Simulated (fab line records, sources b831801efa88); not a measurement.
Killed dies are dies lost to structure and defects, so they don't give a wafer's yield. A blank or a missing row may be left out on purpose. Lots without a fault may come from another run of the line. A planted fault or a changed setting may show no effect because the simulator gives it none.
Chamber matching | flow sfq_line | SFQ_TRILAYER_I6_DEP_PECVD_165 on pecvd-02: 3 sister chambers
The step deposits SiO2 from SiH4/N2O, time 111.11 s, target thk 500 nm. 3 wafers are shown with their chamber, then 7 later ones without.

WAFERS WITH THEIR CHAMBER
wafer  | chamber | throttle_valve_pct (%)
L801.5 | 1       | 25.9
L803.2 | 2       | 24.6
L803.4 | 0       | 24.1

WAFERS WITHOUT THEIR CHAMBER
wafer  | throttle_valve_pct (%)
L803.6 | 24.3
L810.1 | 24.3
L810.2 | 26.1
L810.4 | 25.9
L814.1 | 26.0
L814.5 | 26.0
L814.6 | 24.5

WHICH CHAMBER EACH WENT THROUGH
wafer  | from the rows above     | in truth
L803.6 | can't be placed: 0 or 2 | 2
L810.1 | can't be placed: 0 or 2 | 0
L810.2 | 1                       | 1
L810.4 | 1                       | 1
L814.1 | 1                       | 1
L814.5 | 1                       | 1
L814.6 | 2                       | 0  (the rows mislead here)
Placed correctly: 4 of 7. Can't be placed from these rows: 2 (the true chamber is among the candidates in 2). Placed wrongly: 1.
How it was worked out, from the rows above alone: a wafer's distance from a chamber is the root of the sum, over the readings, of the square of ((its reading less the chamber's mean) divided by the reading's scatter). The wafer belongs to the nearest chamber; if the next one is less than 2 further off, it can't be placed. A chamber's mean is the mean of its shown wafers. The scatter: with one shown wafer a chamber, the root of the mean of the squares of how far each hidden wafer lies from its nearest shown one.
